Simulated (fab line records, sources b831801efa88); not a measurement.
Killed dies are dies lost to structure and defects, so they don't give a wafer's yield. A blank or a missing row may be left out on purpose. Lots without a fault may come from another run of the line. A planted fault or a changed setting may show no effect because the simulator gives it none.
Chamber matching | flow gf180mcu | GF_V4_CVD_02 on pecvd-03: 3 sister chambers
The step deposits SiO2 from TEOS, target thk 850 nm, time 94.851 s. 6 wafers are shown with their chamber, then 7 later ones without.

WAFERS WITH THEIR CHAMBER
wafer  | chamber | heater_power_outer_w (W) | rf_fwd_power_W (W)
L075.4 | 1       | 251                      | 595.1
L077.6 | 1       | 334                      | 599.0
L082.2 | 0       | 410                      | 600.0
L082.5 | 2       | 337                      | 597.5
L088.3 | 2       | 310                      | 598.0
L088.4 | 0       | 325                      | 600.4

WAFERS WITHOUT THEIR CHAMBER
wafer  | heater_power_outer_w (W) | rf_fwd_power_W (W)
L088.6 | 342                      | 598.7
L095.2 | 335                      | 590.6
L095.5 | 349                      | 599.3
L095.6 | 345                      | 596.9
L097.1 | 350                      | 598.4
L097.4 | 337                      | 596.9
L097.5 | 355                      | 596.8

WHICH CHAMBER EACH WENT THROUGH
wafer  | from the rows above          | in truth
L088.6 | can't be placed: 2 or 0 or 1 | 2
L095.2 | can't be placed: 1 or 2 or 0 | 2
L095.5 | can't be placed: 0 or 2 or 1 | 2
L095.6 | can't be placed: 2 or 1 or 0 | 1
L097.1 | can't be placed: 2 or 0 or 1 | 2
L097.4 | can't be placed: 2 or 1 or 0 | 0
L097.5 | can't be placed: 2 or 1 or 0 | 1
Placed correctly: 0 of 7. Can't be placed from these rows: 7 (the true chamber is among the candidates in 7). Placed wrongly: 0.
How it was worked out, from the rows above alone: a wafer's distance from a chamber is the root of the sum, over the readings, of the square of ((its reading less the chamber's mean) divided by the reading's scatter). The wafer belongs to the nearest chamber; if the next one is less than 2 further off, it can't be placed. A chamber's mean is the mean of its shown wafers. The scatter: the root of (the sum of the squares of (reading less its chamber's mean) over the shown wafers, divided by (wafers less chambers)).
